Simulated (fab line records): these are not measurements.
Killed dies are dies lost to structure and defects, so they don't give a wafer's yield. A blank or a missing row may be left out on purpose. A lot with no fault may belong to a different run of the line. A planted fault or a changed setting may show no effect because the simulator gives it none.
Which tool was responsible?    flow gf180mcu    Sampling: 12 lots, 35 wafers, 6 of 602 route steps

WHAT EACH GAUGE READ, for each wafer
GF_V1_CD_MEAS_14: target cd 260 nm. Usual: 260.3 nm for cd-nm, sd 1.4.
lot   measured      on         cd-nm (nm)         flag
L685  day 18 07:52  cd-sem-02  259.7 259.7 259.0  
L686  day 18 13:48  cd-sem-01  258.0 258.8 260.1  
L687  day 19 01:53  cd-sem-01  259.7 261.3 260.8  
L688  day 19 07:04  cd-sem-01  256.5 256.4 258.8  
L689  day 19 21:16  cd-sem-02  257.5 258.9 257.7  
L690  day 20 08:13  cd-sem-02  259.4 260.1 261.0  
L697  day 23 06:58  cd-sem-01  261.8 261.7        
L699  day 24 03:07  cd-sem-01  261.8 262.6 261.4  
L704  day 25 05:14  cd-sem-01  260.4 261.7 260.7  
L706  day 25 17:16  cd-sem-02  260.9 259.9 260.5  
L707  day 26 00:19  cd-sem-02  260.8 262.1 261.1  
L708  day 26 12:06  cd-sem-01  259.0 259.3 259.9  

GF_M2_RS_MEAS_05: measures by four-point-probe. Usual: M2_ALCU_RS gives 0.0696 ohm/sq (standard deviation 0.00069).
lot   measured      on             M2_ALCU_RS (ohm/sq)                        flag
L685  day 18 09:38  film-metro-02  0.0687 0.0680 0.0696                       
L686  day 18 15:34  film-metro-04  0.0691 0.0704 0.0699                       
L687  day 19 03:37  film-metro-02  0.0692 0.0697 0.0689                       
L688  day 19 08:47  film-metro-03  0.0700 0.0685 0.0692                       
L689  day 19 23:02  film-metro-04  0.0688 0.0690 0.0688                       
L690  day 20 10:04  film-metro-02  0.0692 0.0694 0.0702                       
L697  day 23 08:43  film-metro-02  0.0689 0.0694 0.0689 0.0693                
L699  day 24 05:31  film-metro-03  0.0696 0.0694 0.0691 0.0695 0.0691 0.0691  
L704  day 25 06:58  film-metro-02  0.0697 0.0703 0.0704                       
L706  day 25 18:59  film-metro-03  0.0698 0.0695 0.0702                       
L707  day 26 02:02  film-metro-02  0.0696 0.0693 0.0696                       
L708  day 26 14:14  film-metro-02  0.0711 0.0701 0.0707                       

GF_M2_THK_MEAS_06: measures by xrf. Usual: M2_ALCU_THK gives 452 nm (standard deviation 4.7).
lot   measured      on             M2_ALCU_THK (nm)  flag
L685  day 18 09:46  film-metro-02  458 463 455       
L686  day 18 15:41  film-metro-04  453 446 448       
L687  day 19 03:44  film-metro-02  454 448 457       
L688  day 19 08:55  film-metro-03  447 456 452       
L689  day 19 23:08  film-metro-04  454 454 454       
L690  day 20 10:10  film-metro-02  453 453 449       
L697  day 23 11:37  film-metro-02  442 455           
L699  day 24 08:08  film-metro-03  449 449 435       
L704  day 25 07:03  film-metro-02  451 450 451       
L706  day 25 19:07  film-metro-03  448 452 446       
L707  day 26 02:10  film-metro-02  454 457 455       
L708  day 26 14:21  film-metro-02  447 453 447       

TOOL THAT RAN EACH LOT (tool first, then ch and the chambers of the sampled wafers, then the start)
lot   GF_V1_SPUTTER_21              GF_M2_SPUTTER_02              GF_M2_SPUTTER_04
L685  pvd-sputter-02, day 18 08:43  pvd-sputter-01, day 18 09:33  pvd-sputter-01, day 18 09:36
L686  pvd-sputter-01, day 18 14:39  pvd-sputter-02, day 18 15:28  pvd-sputter-02, day 18 15:31
L687  pvd-sputter-01, day 19 02:41  pvd-sputter-02, day 19 03:31  pvd-sputter-02, day 19 03:34
L688  pvd-sputter-02, day 19 07:53  pvd-sputter-04, day 19 08:42  pvd-sputter-04, day 19 08:45
L689  pvd-sputter-03, day 19 22:06  pvd-sputter-02, day 19 22:55  pvd-sputter-02, day 19 22:58
L690  pvd-sputter-01, day 20 08:59  pvd-sputter-02, day 20 09:56  pvd-sputter-02, day 20 09:59
L697  pvd-sputter-03, day 23 07:48  pvd-sputter-01, day 23 08:37  pvd-sputter-01, day 23 08:40
L699  pvd-sputter-01, day 24 03:54  pvd-sputter-01, day 24 05:22  pvd-sputter-01, day 24 05:25
L704  pvd-sputter-01, day 25 05:59  pvd-sputter-02, day 25 06:50  pvd-sputter-02, day 25 06:53
L706  pvd-sputter-01, day 25 18:04  pvd-sputter-04, day 25 18:54  pvd-sputter-04, day 25 18:57
L707  pvd-sputter-03, day 26 01:07  pvd-sputter-02, day 26 01:57  pvd-sputter-02, day 26 02:00
L708  pvd-sputter-02, day 26 12:55  pvd-sputter-01, day 26 14:08  pvd-sputter-01, day 26 14:11
- GF_V1_SPUTTER_21: material Ti, target thk 15 nm, time 80.02 s.
- GF_M2_SPUTTER_02: material AlCu, target thk 450 nm, time 23.9 s.
- GF_M2_SPUTTER_04: material TiN, target thk 50 nm, time 41.7 s.

AS READ BY THE TOOLS THEMSELVES (means over the sampled wafers that have a number; for cases with no such wafer, the mark the record gives instead)
GF_V1_SPUTTER_21. Usual: 30.5 % for throttle-valve-pct, sd 1.
lot   tool            throttle-valve-pct (%)  flag
L685  pvd-sputter-02  29.3                    
L686  pvd-sputter-01  30.4                    
L687  pvd-sputter-01  30.7                    
L688  pvd-sputter-02  28.8                    
L689  pvd-sputter-03  31.3                    
L690  pvd-sputter-01  30.5                    
L697  pvd-sputter-03  31.8                    
L699  pvd-sputter-01  30.0                    
L704  pvd-sputter-01  30.0                    
L706  pvd-sputter-01  30.2                    
L707  pvd-sputter-03  31.7                    
L708  pvd-sputter-02  29.4                    

GF_M2_SPUTTER_02. Usual: 30.0 % for throttle-valve-pct, sd 0.96.
lot   tool            throttle-valve-pct (%)  flag
L685  pvd-sputter-01  30.5                    
L686  pvd-sputter-02  29.3                    
L687  pvd-sputter-02  30.0                    
L688  pvd-sputter-04  30.1                    
L689  pvd-sputter-02  29.5                    
L690  pvd-sputter-02  29.4                    
L697  pvd-sputter-01  31.1                    
L699  pvd-sputter-01  30.4                    
L704  pvd-sputter-02  29.2                    
L706  pvd-sputter-04  29.6                    
L707  pvd-sputter-02  29.3                    
L708  pvd-sputter-01  30.4                    

GF_M2_SPUTTER_04. Usual: 30.0 % for throttle-valve-pct, sd 0.94.
lot   tool            throttle-valve-pct (%)  flag
L685  pvd-sputter-01  30.4                    
L686  pvd-sputter-02  29.4                    
L687  pvd-sputter-02  30.0                    
L688  pvd-sputter-04  30.0                    
L689  pvd-sputter-02  29.5                    
L690  pvd-sputter-02  29.3                    
L697  pvd-sputter-01  30.9                    
L699  pvd-sputter-01  30.3                    
L704  pvd-sputter-02  29.4                    
L706  pvd-sputter-04  29.6                    
L707  pvd-sputter-02  29.2                    
L708  pvd-sputter-01  30.5                    

THE ANSWER, worked out from the rows above alone
Rule: lot off if the mean of its wafers having a number is beyond 3 standard deviations from the usual mean. A lot without any number at a reading at which 4 lots or more have one is off too. All remaining lots with rows at the step are treated as sound. The gauges are gone through in route order, then the tools' own readings, and for those a lot's mean is taken as printed above. At the first step where some lot is off, the reading lying furthest off is the one used; lots without a number count as furthest.
No lot is off at any reading shown: from this, nothing can be told.

WHAT HAD BEEN PUT IN BY THE SIMULATOR
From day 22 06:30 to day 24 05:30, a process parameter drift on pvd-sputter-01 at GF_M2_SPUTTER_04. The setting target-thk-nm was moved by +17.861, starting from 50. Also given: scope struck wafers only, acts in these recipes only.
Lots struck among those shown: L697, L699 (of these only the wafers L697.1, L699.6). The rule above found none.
